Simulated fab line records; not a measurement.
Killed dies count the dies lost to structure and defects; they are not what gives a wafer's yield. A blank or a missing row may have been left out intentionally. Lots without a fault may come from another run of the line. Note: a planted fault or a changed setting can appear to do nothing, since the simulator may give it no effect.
A struck lot beside a sound one | flow sky130 | 31 steps out of a route of 708
Sound: the wafers L981.1, L981.4, L981.5. Wafers struck: L980.2, L980.3, L980.5. Last of all comes the cause.
Per side, at each step with rows, come the tool, then ch with its chambers, and then its first start. Under that, the readings that differ: sound wafers | struck wafers | difference of the means | sigmas: that difference in standard deviations of wafers without a fault.
alike: readings whose means differ by less than 2 such deviations, and words and numbers that are the same on both sides. not compared: withheld readings, readings that some wafer has no value for, bounds like >300 that may hide the same value, and numbers for which the record gives no deviation and whose values overlap.
Wherever a step has rows on one side only, a row that says differs or no value, or a row with sigmas, the two part there. Numbers that don't overlap but have no deviation are shown without sigmas and don't part them. A reading that every wafer of one side lacks parts them only if that side has two wafers or more.

first, 6 steps without rows for these wafers: SKY_SONOS_TUNNEL_HMDS_01 (prime time 60 s); SKY_SONOS_TUNNEL_COAT_02 (resist thk 1140 nm); SKY_SONOS_TUNNEL_SOFTBAKE_03 (time 60 s); SKY_SONOS_TUNNEL_EXPOSE_04 (exposes mask TUNM, target cd 410 nm); SKY_SONOS_TUNNEL_PEB_05; SKY_SONOS_TUNNEL_DEVELOP_06 (develop time 60 s).
SKY_SONOS_TUNNEL_CD_MEAS_07: the cd target is 410 nm.
  sound on cd-sem-02 at day 15 09:58; struck on cd-sem-02 at day 14 21:32
  alike: cd-nm
SKY_SONOS_TUNNEL_OVL_MEAS_08:
  sound on overlay-02 at day 15 10:05; struck on overlay-01 at day 14 21:38
  alike: SONOS_TUNNEL_OVL
then, 3 steps without rows for these wafers: SKY_SONOS_TUNNEL_IMPLANT_09; SKY_SONOS_TUNNEL_WET_ETCH_10 (etches SiO2 in dHF, target depth 14 nm, time 280 s); SKY_SONOS_TUNNEL_STRIP_11 (strips in SPM, time 600 s).
SKY_SONOS_TUNNEL_TW_MEAS_12:
  sound on film-metro-02 at day 15 10:32; struck on film-metro-03 at day 14 22:07
  alike: SONOS_TUNNEL_TW
SKY_SONOS_TUNNEL_CLEAN_13: cleans in dHF, time 20 s.
  sound on wet-bench-04 ch 1, day 15 10:35; struck on wet-bench-04 ch 2, day 14 22:10
  no value came back on the struck wafers for run-length-s (s), time-s (s); on the sound wafers run-length-s (s) reads 47.5 47.5 47.5
  reading                                      | sound            | struck           | difference | sigmas
  model.SiO2_of_NWELL_OXIDATION_01.thk-nm (nm) | 8.93 8.914 9.056 | 9.719 9.788 9.83 | +0.812     |
then, 1 step without rows for these wafers: SKY_SONOS_ONO_OXIDATION_00 (stabilise 600 s, purge 300 s, target thk 2.6 nm).
SKY_SONOS_ONO_THK_MEAS_01:
  sound on film-metro-01 at day 15 12:38; struck on film-metro-01 at day 15 02:00
  reading                      | sound          | struck         | difference | sigmas
  SONOS_ONO_OXIDATION_THK (nm) | 2.52 2.50 2.49 | 2.66 2.67 2.64 | +0.15      | +2
then, 1 step without rows for these wafers: SKY_SONOS_ONO_CVD_02 (deposits Si3N4 from DCS/NH3, target thk 10.5 nm, time 180 s).
SKY_SONOS_ONO_THK_MEAS_03:
  sound on film-metro-03 at day 15 17:28; struck on film-metro-03 at day 15 03:07
  alike: SONOS_ONO_CVD_02_THK
then, 1 step without rows for these wafers: SKY_SONOS_ONO_CVD_04 (deposits SiO2 from SiH4/N2O, target thk 5.7199 nm).
SKY_SONOS_ONO_THK_MEAS_05:
  sound on film-metro-03 at day 15 18:46; struck on film-metro-01 at day 15 04:25
  alike: SONOS_ONO_CVD_04_THK
then, 7 steps without rows for these wafers: SKY_SONOS_ONO_DEHYDRATE_06 (time 60 s); SKY_SONOS_ONO_HMDS_07 (prime time 60 s); SKY_SONOS_ONO_COAT_08 (resist thk 1140 nm); SKY_SONOS_ONO_SOFTBAKE_09 (time 60 s); SKY_SONOS_ONO_EXPOSE_10 (exposes mask ONOM, target cd 410 nm); SKY_SONOS_ONO_PEB_11; SKY_SONOS_ONO_DEVELOP_12 (develop time 60 s).
SKY_SONOS_ONO_CD_MEAS_13: the cd target is 410 nm.
  sound on cd-sem-02 at day 16 22:15; struck on cd-sem-02 at day 16 07:43
  alike: cd-nm
SKY_SONOS_ONO_OVL_MEAS_14:
  sound on overlay-02 at day 16 22:22; struck on overlay-01 at day 16 07:50
  alike: SONOS_ONO_OVL
SKY_SONOS_ONO_ETCH_15: etches the open film in CHF3/O2, target depth 19.52 nm, time 7.8 s.
  sound on rie-diel-02 ch 0,2, day 16 22:25; struck on rie-diel-02 ch 2,3, day 16 07:52
  reading                                      | sound           | struck           | difference | sigmas
  model.SiO2_of_NWELL_OXIDATION_01.thk-nm (nm) | 5.642 5.6 5.776 | 6.45 6.473 6.498 | +0.80      |
  alike: O2_flow_sccm, drypump-motor-current-A, oes-product-au, throttle-valve-pct
  not compared: rf-hours-counter-h
then, 1 step without rows for these wafers: SKY_SONOS_ONO_WET_ETCH_16 (etches SiO2 in dHF, target depth 14 nm, time 280 s).
-- record jumps: 32 days separate the struck wafers' starts on either side; left off in module SONOS_ONO, taken up again in module PAD_OPEN, whose first shown step is the route's number 708 --
SKY_PAD_OPEN_PROBE_99:
  sound on prober-01 at day 48 23:41; struck on prober-02 at day 48 15:35
  reading                               | sound                   | struck                  | difference | sigmas
  model.etest.cap-ono.gate-bv-v (V)     | 16.68 17.11 16.47       | 13.12 13.16 13.01       | -3.66      |
  model.etest.cap-ono.gate-log10-a-cm2  | -7.904 -7.741 -8.016    | -6.017 -6.008 -6.108    | +1.843     |
  model.etest.sonos-baked.vt-less-v (V) | -0.5082 -0.5098 -0.4835 | -0.7665 -0.7304 -0.7524 | -0.2493    |
  model.etest.sonos-baked.vt-v (V)      | 0.9516 0.9603 0.9006    | 0.7422 0.7363 0.7008    | -0.2111    |
  alike: killed_at_M0_to_M3, killed_at_M4_up, killed-at-contacts, killed-at-front-end, killed-at-other, killed-dies, killed-open, killed-short

== WHERE THEY PART ==
First at SKY_SONOS_TUNNEL_CLEAN_13; last, within this record, at SKY_SONOS_ONO_THK_MEAS_01. Later steps at which nothing parts them and some readings are alike: SKY_SONOS_ONO_THK_MEAS_03, SKY_SONOS_ONO_THK_MEAS_05, SKY_SONOS_ONO_CD_MEAS_13, SKY_SONOS_ONO_OVL_MEAS_14, SKY_SONOS_ONO_ETCH_15, SKY_PAD_OPEN_PROBE_99.

WHY: the cause the simulator had injected
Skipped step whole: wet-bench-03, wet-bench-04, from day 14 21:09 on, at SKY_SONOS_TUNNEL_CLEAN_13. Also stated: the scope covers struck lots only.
